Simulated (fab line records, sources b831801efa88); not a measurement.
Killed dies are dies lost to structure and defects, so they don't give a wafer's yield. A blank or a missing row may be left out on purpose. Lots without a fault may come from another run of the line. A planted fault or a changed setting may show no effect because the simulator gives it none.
Which tool did it? | flow gf180mcu | 11 lots, 32 wafers sampled, at 3 steps of a route of 602

WHAT THE GAUGES READ, wafer by wafer
GF_V3_THK_MEAS_03.
lot  | measured     | on            | V3_CVD_02_THK (nm)
L845 | day 21 08:38 | film_metro-03 | 843 857 848
L848 | day 22 12:14 | film_metro-01 | 834 856 850
L849 | day 22 12:37 | film_metro-01 | 850 840 857
L851 | day 23 11:52 | film_metro-03 | 835 841 856
L855 | day 24 21:23 | film_metro-04 | 840 836 847
L858 | day 26 07:09 | film_metro-03 | 850 860 859
L860 | day 26 12:14 | film_metro-04 | 842 858 523 842 858 522
L861 | day 27 01:02 | film_metro-01 | 520 845 521 845
L863 | day 27 13:35 | film_metro-03 | 842 841 858
L864 | day 27 18:59 | film_metro-03 | 855 862 853
L865 | day 28 00:40 | film_metro-03 | 854 842 844

WHICH TOOL RAN EACH LOT (tool, then ch and the chambers of the sampled wafers, then the start)
lot  | GF_M2_SPUTTER_02             | GF_V3_CVD_02
L845 | pvd_sputter-02, day 18 06:07 | pecvd-03 ch 0,1, day 21 08:34
L848 | pvd_sputter-01, day 19 08:46 | pecvd-04 ch 1,2, day 22 12:10
L849 | pvd_sputter-01, day 19 09:57 | pecvd-01 ch 1,2, day 22 12:32
L851 | pvd_sputter-01, day 20 09:09 | pecvd-03 ch 1,2, day 23 11:48
L855 | pvd_sputter-01, day 21 20:49 | pecvd-03 ch 1,2, day 24 21:19
L858 | pvd_sputter-03, day 23 09:11 | pecvd-04 ch 0,1,2, day 26 07:05
L860 | pvd_sputter-02, day 23 14:38 | pecvd-03 ch 1,2, day 26 12:10
L861 | pvd_sputter-02, day 24 04:04 | pecvd-03 ch 1,2, day 27 00:57
L863 | pvd_sputter-03, day 24 17:46 | pecvd-01 ch 1,2, day 27 13:31
L864 | pvd_sputter-03, day 25 00:02 | pecvd-01 ch 0,1,2, day 27 18:55
L865 | pvd_sputter-02, day 25 05:55 | pecvd-01 ch 0,1,2, day 28 00:35
- GF_M2_SPUTTER_02: material AlCu, target thk 450 nm, time 23.9 s.
- GF_V3_CVD_02: deposits SiO2 from TEOS, target thk 850 nm, time 94.851 s.

WHAT THE TOOLS THEMSELVES READ (means of the sampled wafers that have a number; where no wafer has one, the mark that the record gives instead)
GF_M2_SPUTTER_02.
lot  | tool           | throttle_valve_pct (%)
L845 | pvd_sputter-02 | 29.9
L848 | pvd_sputter-01 | 30.0
L849 | pvd_sputter-01 | 29.5
L851 | pvd_sputter-01 | 29.7
L855 | pvd_sputter-01 | 29.3
L858 | pvd_sputter-03 | 29.8
L860 | pvd_sputter-02 | 31.1
L861 | pvd_sputter-02 | 29.6
L863 | pvd_sputter-03 | 30.3
L864 | pvd_sputter-03 | 29.5
L865 | pvd_sputter-02 | 30.4

GF_V3_CVD_02.
lot  | tool     | heater_power_w (W) | rf_fwd_power_W (W)
L845 | pecvd-03 | 611                | 594.8
L848 | pecvd-04 | 708                | 598.3
L849 | pecvd-01 | 474                | 596.9
L851 | pecvd-03 | 487                | 594.1
L855 | pecvd-03 | 470                | 596.6
L858 | pecvd-04 | 685                | 596.2
L860 | pecvd-03 | 520                | 596.8
L861 | pecvd-03 | 478                | 594.0
L863 | pecvd-01 | 483                | 595.2
L864 | pecvd-01 | 564                | 597.2
L865 | pecvd-01 | 550                | 596.6

THE ANSWER, worked out from the rows above alone
Rule: what is usual is taken from the lots themselves. Put in order of their means at a reading, lots are off if they are a third of the lots or fewer, leave a main group of 4 or more, and stand apart from it by a gap of 3 or more times the standard deviation of the main group's means; of several such gaps the widest counts. A main group whose means are all the same, to the digits that the tables above print for the reading, isn't used. A lot without any number at a reading at which 4 lots or more have one is off too. The other lots that the step has rows for count as sound. The gauges are gone through in route order, then the tools' own readings, and for those a lot's mean is taken as printed above. The first step at which some lot is off is used, and at that step the reading that is off furthest; a lot without a number counts as furthest.
Off: L860, L861, at GF_V3_THK_MEAS_03 (V3_CVD_02_THK). The main group: mean 849 nm, standard deviation 4.9.
A tool fits if, at a process step before that reading, it ran every lot that is off, and no sound lot after the first of them. The gauges at GF_V3_THK_MEAS_03 are tried like those tools. One fits: pecvd-03 at GF_V3_CVD_02. Its last sound lot is L855 (day 24 21:19), its first lot that is off L860 (day 26 12:10): a fault that began between those two fits.

WHAT THE SIMULATOR HAD PUT IN
Process parameter drift: pecvd-03, from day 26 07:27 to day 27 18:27, at GF_V3_CVD_02. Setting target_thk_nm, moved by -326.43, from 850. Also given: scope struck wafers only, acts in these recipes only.
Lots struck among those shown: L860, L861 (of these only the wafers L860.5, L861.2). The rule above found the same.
